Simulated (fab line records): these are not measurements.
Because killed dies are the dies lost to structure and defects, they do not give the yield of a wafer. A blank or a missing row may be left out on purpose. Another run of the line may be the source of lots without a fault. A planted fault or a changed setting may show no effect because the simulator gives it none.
8D (eight disciplines) problem report, filled in by code + flow sky130 + the parts of the form that need people (team, actions taken, sign-off) are left out

== 1. WHAT WENT WRONG ==
VIA3_HDPCVD_THK at SKY_VIA3_THK_MEAS_01 reads a mean of 1957 nm on 9 wafers of 3 lots; wafers without a fault read 1630 nm with a standard deviation of 19. That is +17 standard deviations from the usual mean.
The first sign was on wafer L437.1 at day 43 16:38, on film metro-04. The record has a number at this step for 33 wafers belonging to 11 lots. Rule for "out", or "out of limits": more than 4 standard deviations from the usual mean. Any other wafer with a number is counted as sound.

== 2. WHAT IT IS, WHAT IT ISN'T ==
| question                    | is                     | is not                                                              |
|-----------------------------|------------------------|---------------------------------------------------------------------|
| which readings at this step | VIA3_HDPCVD_THK        | -                                                                   |
| which lots                  | L437, L442, L444       | L422, L423, L426, L428, L430, L431, L436, L439                      |
| which wafers of those lots  | all that have a number | -                                                                   |
| read on which gauges        | film metro-04          | film metro-03                                                       |
| when                        | from day 43 16:38      | up to then (21 sound wafers); but 3 sound wafers of L439 came after |

== 3. WHAT RULES OUT EACH SUSPECT ==
Counting: a tool stays on the suspect list if, at a process step up to the reading, it processed all lots that are out and no sound lot following the first of them.
- the gauge at SKY_VIA3_THK_MEAS_01 is ruled out. All the wafers that are out were read on film metro-04, but those of them that SKY_VIA3_HDPCVD_00 has rows for are out there too, on other tools.
- hdpcvd-02 at SKY_VIA3_HDPCVD_00 (deposits SiO2, target thk 1635 nm, time 272.5 s): kept. Every lot that is out went through it, starting with L437 (day 43 16:28), and after that it ran no sound lot; the last sound lot it ran before then is L431 (day 42 00:19). Its own sih4 flow sccm readings are out on those wafers.
After counting, what remains is hdpcvd-02 at SKY_VIA3_HDPCVD_00.

== 4. THE CAUSE (what the simulator had put in) ==
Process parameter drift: hdpcvd-02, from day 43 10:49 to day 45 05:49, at SKY_VIA3_HDPCVD_00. A move of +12 in setting sih4 flow sccm, from 60. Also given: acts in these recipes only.
The count eliminated every tool but this one.

== 5. THE EFFECT CHAIN, in route order ==
Each row: a reading whose mean over the struck wafers that have a number lies more than 3 standard deviations from the usual. Readings are gone through only where the record gives a usual standard deviation; hours: the median, over the lots, of the time from a lot's start at the first step in this table giving one to that lot's start at this step; sigmas: the change measured in usual standard deviations.
| hours | step                 | reading         | usual      | on struck wafers | change | sigmas |
|-------|----------------------|-----------------|------------|------------------|--------|--------|
| 0     | SKY_VIA3_HDPCVD_00   | sih4 flow sccm  | 60.00 sccm | 71.99            | +11.99 | +63    |
| 0     | SKY_VIA3_THK_MEAS_01 | VIA3_HDPCVD_THK | 1630 nm    | 1957             | +327   | +17    |
Process steps it contains:
- SKY_VIA3_HDPCVD_00: deposits SiO2, target thk 1635 nm, time 272.5 s.

== 6. WHAT WOULD HAVE CAUGHT IT SOONER ==
The first out-of-limits reading at a measuring or inspecting step in this record came at day 43 16:38, 6 hours after the fault's start at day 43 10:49.
Tool's own readings at SKY_VIA3_HDPCVD_00, sih4 flow sccm: out on all struck wafers the step has rows for; an alarm limit on them would have tripped on the first.
Lots out: 3; of these, L442, L444 started SKY_VIA3_HDPCVD_00 on hdpcvd-02 after day 43 16:38. A hold on the tool at that time would have spared those 2.
